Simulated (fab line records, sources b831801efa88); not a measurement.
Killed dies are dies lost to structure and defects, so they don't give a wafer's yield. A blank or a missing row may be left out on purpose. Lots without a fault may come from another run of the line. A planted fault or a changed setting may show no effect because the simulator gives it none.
A struck lot beside a sound one | flow sky130 | 31 steps out of a route of 708
Sound: wafers L139.3, L139.5, L139.6. Struck: wafer L155.2. (L155.4 of the same lot was not struck and is left out.) The cause comes at the end.
At each step with rows: each side's tool, then ch and its chambers, then its first start. Under that, the readings that differ: sound wafers | struck wafers | difference of the means | sigmas: that difference in standard deviations of wafers without a fault.
alike: readings whose means differ by less than 2 such deviations, and words and numbers that are the same on both sides. not compared: withheld readings, readings that some wafer has no value for, bounds like >300 that may hide the same value, and numbers for which the record gives no deviation and whose values overlap.
The two part at a step that has a row with sigmas, a row that says differs or no value, or rows on one side only. Numbers that don't overlap but have no deviation are shown without sigmas and don't part them. A reading that every wafer of one side lacks parts them only if that side has two wafers or more.

SKY_LI_CONTACT_OVL_MEAS_13:
  sound on overlay-01, day 30 20:49; struck on overlay-01, day 35 14:22
  alike: LI_CONTACT_OVL
SKY_LI_CONTACT_ETCH_14: etches BARC in N2/H2, stops on SiO2, time 45.9 s, target depth 60 nm.
  sound on rie_diel-03 ch 0,2,3, day 30 20:50; struck on rie_diel-04 ch 3, day 35 14:23
  reading                     | sound       | struck | difference | sigmas
  drypump_motor_current_A (A) | 5.8 5.6 6.3 | 4.8    | -1.1       | -2
  alike: oes_product_au, throttle_valve_pct
  not compared: rf_hours_counter_h
SKY_LI_CONTACT_ETCH_15: etches PSG in C4F8/O2/Ar, stops on Si, target depth 600 nm.
  sound on rie_diel-03 ch 0,2,3, day 30 20:53; struck on rie_diel-04 ch 3, day 35 14:26
  alike: oes_product_au
SKY_LI_CONTACT_STRIP_16: strips in O2/N2.
  sound on plasma_asher-02 ch 0,1, day 30 21:00; struck on plasma_asher-03 ch 1, day 35 14:31
  reading                      | sound          | struck | difference                   | sigmas
  rf_hours_counter_h (h)       | - - -          | 9      | no value on the sound wafers |
  strip_time_to_endpoint_s (s) | 3.41 3.45 3.43 | 3.54   | +0.11                        | +2
  alike: drypump_motor_current_A, oes_product_au
then, 3 steps without rows for these wafers: SKY_LI_CONTACT_CLEAN_17 (cleans in NMP, time 600 s); SKY_LI_CONTACT_PRE_CLEAN_18 (time 5.6 s); SKY_LI_CONTACT_SPUTTER_19 (material Ti, target thk 20 nm, time 106.37 s).
SKY_LI_CONTACT_SPUTTER_20: material TiN, target thk 20 nm, time 80 s.
  sound on pvd_sputter-02, day 30 21:20; struck on pvd_sputter-04, day 35 14:53
  alike: throttle_valve_pct
then, 1 step without rows for these wafers: SKY_LI_CONTACT_CVD_21 (deposits W, target thk 400 nm, time 120.56 s).
SKY_LI_CONTACT_RS_MEAS_22: measures by four-point-probe.
  sound on film_metro-04, day 30 21:34; struck on film_metro-01, day 35 15:05
  reading                  | sound             | struck | difference | sigmas
  LI_CONTACT_W_RS (ohm/sq) | 0.284 0.287 0.287 | 0.278  | -0.008     | -2
SKY_LI_CONTACT_THK_MEAS_23: measures by xrf.
  sound on film_metro-04, day 30 21:40; struck on film_metro-01, day 35 15:12
  alike: LI_CONTACT_W_THK
then, 1 step without rows for these wafers: SKY_LI_CONTACT_CMP_24 (polishes, stops on PSG, t overpolish 20 s, target thk 0 nm).
SKY_LOCAL_INTERCONNECT_SPUTTER_00: material TiN, target thk 100 nm, time 83.3 s.
  sound on pvd_sputter-03, day 30 22:00; struck on pvd_sputter-03, day 35 15:40
  reading                                                | sound             | struck | difference | sigmas
  model.TiN_of_LOCAL_INTERCONNECT_SPUTTER_00.thk_nm (nm) | 100.6 99.35 100.8 | 95.88  | -4.37      |
  alike: susceptor_temp_C, throttle_valve_pct
SKY_LOCAL_INTERCONNECT_RS_MEAS_01: measures by four-point-probe.
  sound on film_metro-02, day 30 22:06; struck on film_metro-02, day 35 15:45
  reading                            | sound             | struck | difference | sigmas
  LOCAL_INTERCONNECT_TIN_RS (ohm/sq) | 14.04 14.21 14.02 | 14.74  | +0.65      | +3
SKY_LOCAL_INTERCONNECT_THK_MEAS_02: measures by xrf.
  sound on film_metro-02, day 30 22:12; struck on film_metro-02, day 35 15:52
  reading                         | sound             | struck | difference | sigmas
  LOCAL_INTERCONNECT_TIN_THK (nm) | 101.6 100.3 101.8 | 96.7   | -4.5       | -3
then, 8 steps without rows for these wafers: SKY_LOCAL_INTERCONNECT_DEHYDRATE_03 (time 60 s); SKY_LOCAL_INTERCONNECT_HMDS_04 (prime time 60 s); SKY_LOCAL_INTERCONNECT_COAT_05 (resist thk 60 nm); SKY_LOCAL_INTERCONNECT_COAT_06 (resist thk 450 nm); SKY_LOCAL_INTERCONNECT_SOFTBAKE_07 (time 90 s); SKY_LOCAL_INTERCONNECT_EXPOSE_08 (exposes mask LI1M, target cd 170 nm); SKY_LOCAL_INTERCONNECT_PEB_09; SKY_LOCAL_INTERCONNECT_DEVELOP_10 (develop time 60 s).
SKY_LOCAL_INTERCONNECT_CD_MEAS_11: target cd 170 nm.
  sound on cd_sem-02, day 32 02:55; struck on cd_sem-02, day 36 18:30
  alike: cd_nm
SKY_LOCAL_INTERCONNECT_OVL_MEAS_12:
  sound on overlay-02, day 32 03:00; struck on overlay-02, day 36 18:37
  alike: LOCAL_INTERCONNECT_OVL
SKY_LOCAL_INTERCONNECT_ETCH_13: etches BARC in N2/H2, stops on SiO2, time 45.9 s, target depth 60 nm.
  sound on rie_metal-01 ch 0,1, day 32 03:03; struck on rie_metal-02 ch 0, day 36 18:38
  reading                | sound | struck | difference                   | sigmas
  rf_hours_counter_h (h) | - - - | 4      | no value on the sound wafers |
  alike: drypump_motor_current_A, he_backside_leak_sccm, oes_product_au, throttle_valve_pct
SKY_LOCAL_INTERCONNECT_METAL_ETCH_14: etches TiN in Cl2/BCl3, stops on PSG, target depth 110 nm, time 31.4 s.
  sound on rie_metal-01 ch 0,1, day 32 03:07; struck on rie_metal-02 ch 0, day 36 18:42
  reading                                        | sound             | struck | difference                   | sigmas
  oes_product_au (a.u.)                          | 0.947 0.937 0.949 | 0.906  | -0.038                       | -4
  rf_hours_counter_h (h)                         | - - -             | 4      | no value on the sound wafers |
  model.etch.depth_nm (nm)                       | 100.6 99.35 100.8 | 95.88  | -4.37                        |
  model.LOCAL_INTERCONNECT.feature_depth_nm (nm) | 100.6 99.35 100.8 | 95.88  | -4.37                        |
  alike: drypump_motor_current_A, he_backside_leak_sccm, throttle_valve_pct
then, 1 step without rows for these wafers: SKY_LOCAL_INTERCONNECT_STRIP_15 (strips in O2/N2).
SKY_LOCAL_INTERCONNECT_STRIP_16: strips in post etch residue remover, time 1200 s.
  sound on wet_bench-02 ch 1, day 32 03:14; struck on wet_bench-04 ch 2, day 36 18:55
  reading                                                | sound             | struck | difference | sigmas
  model.TiN_of_LOCAL_INTERCONNECT_SPUTTER_00.thk_nm (nm) | 100.2 98.92 100.4 | 95.47  | -4.37      |
  alike: temp_c
then, 1 step without rows for these wafers: SKY_LOCAL_INTERCONNECT_CLEAN_17 (cleans in IPA, time 180 s).
-- the record jumps here: 14 days lie between the struck wafers' starts before and after (it left off in module LOCAL_INTERCONNECT and takes up again in module PAD_OPEN, whose first step shown is number 708 of the route) --
SKY_PAD_OPEN_PROBE_99:
  sound on prober-02, day 47 10:44; struck on prober-02, day 50 16:10
  reading                        | sound             | struck | difference | sigmas
  model.etest.res_li.line_ohm_um | 74.37 75.96 74.81 | 78.99  | +3.94      |
  model.etest.res_li.rs_ohm_sq   | 12.66 12.83 12.66 | 13.4   | +0.7       |

WHERE THEY PART
First at SKY_LI_CONTACT_ETCH_14; last, within this record, at SKY_LOCAL_INTERCONNECT_METAL_ETCH_14. Later steps at which nothing parts them and some readings are alike: SKY_LOCAL_INTERCONNECT_STRIP_16.

WHY: what the simulator had put in
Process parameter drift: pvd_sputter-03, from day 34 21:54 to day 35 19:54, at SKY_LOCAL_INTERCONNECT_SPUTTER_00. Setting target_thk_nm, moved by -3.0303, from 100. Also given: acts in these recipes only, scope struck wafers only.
